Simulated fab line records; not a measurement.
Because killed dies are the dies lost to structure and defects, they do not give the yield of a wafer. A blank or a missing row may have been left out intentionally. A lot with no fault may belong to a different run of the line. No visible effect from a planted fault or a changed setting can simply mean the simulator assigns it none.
The same fault as seen by 2 desks	flow gf180mcu	numbers are kept per desk, each desk with only its own; the story behind them comes last

THE METROLOGY DESK
Lot by lot, what the gauges showed, no matter which tool ran the lot: averages of those sampled wafers that carry a number. A lot is out of limits, marked OUT, if its mean lies more than 4 standard deviations from the usual mean; the brackets give that distance.
Columns: A = HV_LDD_02_OVL at GF_HV_LDD_OVL_MEAS_32, usual 0.2 nm
lot	first seen here	A
L736	day 11 19:04	1.8
L737	day 12 00:53	-1.2
L738	day 12 04:31	2.7
L741	day 13 00:20	0.0
L742	day 13 07:21	2.4
L747	day 15 00:13	-0.5
L749	day 15 16:40	-0.2
L750	day 15 23:25	-0.0
L754	day 17 04:25	1.2
L755	day 17 19:45	1.7
L757	day 18 09:16	-0.7
L758	day 18 15:01	0.1
Finding of this desk: none of the 12 lots has anything out of limits.

AT THE TOOL OWNER'S DESK: hdpcvd-02
The tool's own readings at GF_STI_CVD_23 (deposits SiO2, target thk 650 nm, time 108.3 s): means of the sampled wafers that have a number, for each lot that ran on this tool. A lot is out of limits, marked OUT, if its mean lies more than 4 standard deviations from the usual mean; the brackets give that distance.
Columns: A = sih4_flow_sccm at GF_STI_CVD_23, usual 60.00 sccm
lot	first seen here	A
L736	day 2 06:34	59.95
L737	day 2 12:14	60.10
L741	day 3 05:11	59.92
L747	day 4 10:40	59.98
Finding of this desk: none of the 4 lots has anything out of limits.

BROUGHT TOGETHER
Metrology desk: nothing out of limits seen.
The desk of the tool owner found nothing out of limits.

WHAT WAS PUT IN BY THE SIMULATOR
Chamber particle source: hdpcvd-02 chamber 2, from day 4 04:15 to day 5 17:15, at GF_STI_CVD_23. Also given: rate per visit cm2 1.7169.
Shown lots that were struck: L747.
